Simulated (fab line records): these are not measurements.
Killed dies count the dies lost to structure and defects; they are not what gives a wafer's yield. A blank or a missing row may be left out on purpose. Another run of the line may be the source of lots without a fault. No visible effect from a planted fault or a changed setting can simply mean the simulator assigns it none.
Problem report in the 8D (eight disciplines) form, filled by code || flow sky130 || the parts of the form that need people (team, actions taken, sign-off) are left out

## 1. THE PROBLEM
SPACER_CVD_00_THK at SKY_SPACER_THK_MEAS_01 reads a mean of 25.7 nm on 3 wafers of 1 lot; wafers without a fault read 42.7 nm with a standard deviation of 0.34. Measured from the usual mean, that is -50 standard deviations.
Seen first at day 25 23:20 on film metro-01, wafer L479.2. The record has a number at this step for 36 wafers belonging to 12 lots. By rule, "out" or "out of limits" means more than 4 standard deviations away from the usual mean. All remaining wafers that have a number are taken as sound.

## 2. WHAT THIS IS AND IS NOT
{"question": "which readings at this step", "is": "SPACER_CVD_00_THK", "is not": "-"}
{"question": "which lots", "is": "L479", "is not": "L471, L472, L477, L487, L488, L489, L490, L491, L492, L493, L494"}
{"question": "which wafers of those lots", "is": "all that have a number", "is not": "-"}
{"question": "read on which gauges", "is": "film metro-01", "is not": "film metro-02, film metro-04"}
{"question": "when", "is": "from day 25 23:20", "is not": "up to then (9 sound wafers); but 24 sound wafers of L487, L488, L489, L490, L491, L492, L493, L494 came after"}

## 3. THE SUSPECTS, EACH WITH WHAT RULES IT OUT
Counting: a tool at any process step up to the reading remains a suspect when it ran all the lots that are out and ran no sound lot after the first of those.
- the gauge at SKY_SPACER_THK_MEAS_01: ruled out. All the wafers that are out were read on film metro-01, but those of them that SKY_SPACER_ETCHBACK_02 has rows for are out there too, on other tools.
- lpcvd-02 at SKY_SPACER_CVD_00 (deposits Si3N4 from DCS/NH3, target thk 43.1 nm, time 740 s): ruled out as a lasting fault. The sound lots L487, L489, L488, L490, L491, L492, L493, L494 went through it after L479, its earliest lot that is out (day 25 22:08).
Left after counting: nothing in the record.

## 4. THE CAUSE (what the simulator had put in)
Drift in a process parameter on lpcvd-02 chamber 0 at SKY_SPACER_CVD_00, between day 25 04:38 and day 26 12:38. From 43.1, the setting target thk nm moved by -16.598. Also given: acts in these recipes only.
It was ruled out by counting, in error; the rule expects a fault to strike all lots run on its tool from its start on, and this fault did not.

## 5. SEQUENCE OF EFFECTS, ordered by route
Each row: a reading whose mean over the struck wafers that have a number lies more than 3 standard deviations from the usual. Readings are gone through only where the record gives a usual standard deviation; hours: the median, over the lots, of the time from a lot's start at the first step in this table giving one to that lot's start at this step; sigmas: the change measured in usual standard deviations.
{"hours": 0, "step": "SKY_SPACER_THK_MEAS_01", "reading": "SPACER_CVD_00_THK", "usual": "42.7 nm", "on struck wafers": 25.7, "change": -17.0, "sigmas": -50}
{"hours": 0, "step": "SKY_SPACER_ETCHBACK_02", "reading": "oes product au", "usual": "0.851 a.u.", "on struck wafers": 0.660, "change": -0.191, "sigmas": -33}
Here are the process steps it includes:
- SKY_SPACER_ETCHBACK_02: etches Si3N4 in CH3F/O2, stops on SiO2, time 46.7 s, target depth 45 nm.

## 6. WHAT WOULD HAVE CAUGHT IT SOONER
In this record the first reading out of limits at a measuring or inspecting step was taken at day 25 23:20, 19 hours after the fault began at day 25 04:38.
Of the tool readings at SKY_SPACER_CVD_00 for which the record gives a usual standard deviation, none was out on any struck wafer, so an alarm limit of 4 standard deviations on them would not have fired.
